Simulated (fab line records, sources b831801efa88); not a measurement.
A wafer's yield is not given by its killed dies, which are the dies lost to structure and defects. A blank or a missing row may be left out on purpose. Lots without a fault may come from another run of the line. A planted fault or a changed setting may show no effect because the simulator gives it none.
Which tool did it?	flow gf180mcu	route of 602 steps, sampled at 1 step: 7 lots, 21 wafers

WHAT THE GAUGES SHOWED, per wafer
GF_V5_CD_MEAS_14: target cd 260 nm.
lot	measured	on	cd_nm (nm)
L319	day 28 14:43	cd_sem-02	258.8 258.7 258.2
L322	day 29 10:18	cd_sem-01	260.3 258.4 260.9
L324	day 30 10:48	cd_sem-01	261.5 260.8 261.0
L326	day 30 19:29	cd_sem-02	259.4 260.9 260.0
L333	day 32 12:43	cd_sem-02	257.9 258.0 258.4
L336	day 33 05:18	cd_sem-02	260.6 259.7 258.9
L338	day 33 20:24	cd_sem-02	259.8 260.1 258.3

EACH LOT AND THE TOOL THAT RAN IT (in order: tool; ch and the chambers of the sampled wafers; start)
There is no process step in the record ahead of these readings.

THE ANSWER, worked out from the rows above alone
Rule: what is usual is taken from the lots themselves. The widest of any qualifying gaps counts: lots, ordered by their means at a reading, are off when they make up no more than a third of the lots, leave a main group of 4 or more, and stand apart from it by 3 or more times the standard deviation of that group's means. A main group whose means are all the same, to the digits that the tables above print for the reading, isn't used. Also off: a lot with no number at a reading for which 4 or more lots have one. All remaining lots with rows at the step are treated as sound.
None of the lots is off at any reading shown; this tells nothing.

WHAT HAD BEEN PUT IN BY THE SIMULATOR
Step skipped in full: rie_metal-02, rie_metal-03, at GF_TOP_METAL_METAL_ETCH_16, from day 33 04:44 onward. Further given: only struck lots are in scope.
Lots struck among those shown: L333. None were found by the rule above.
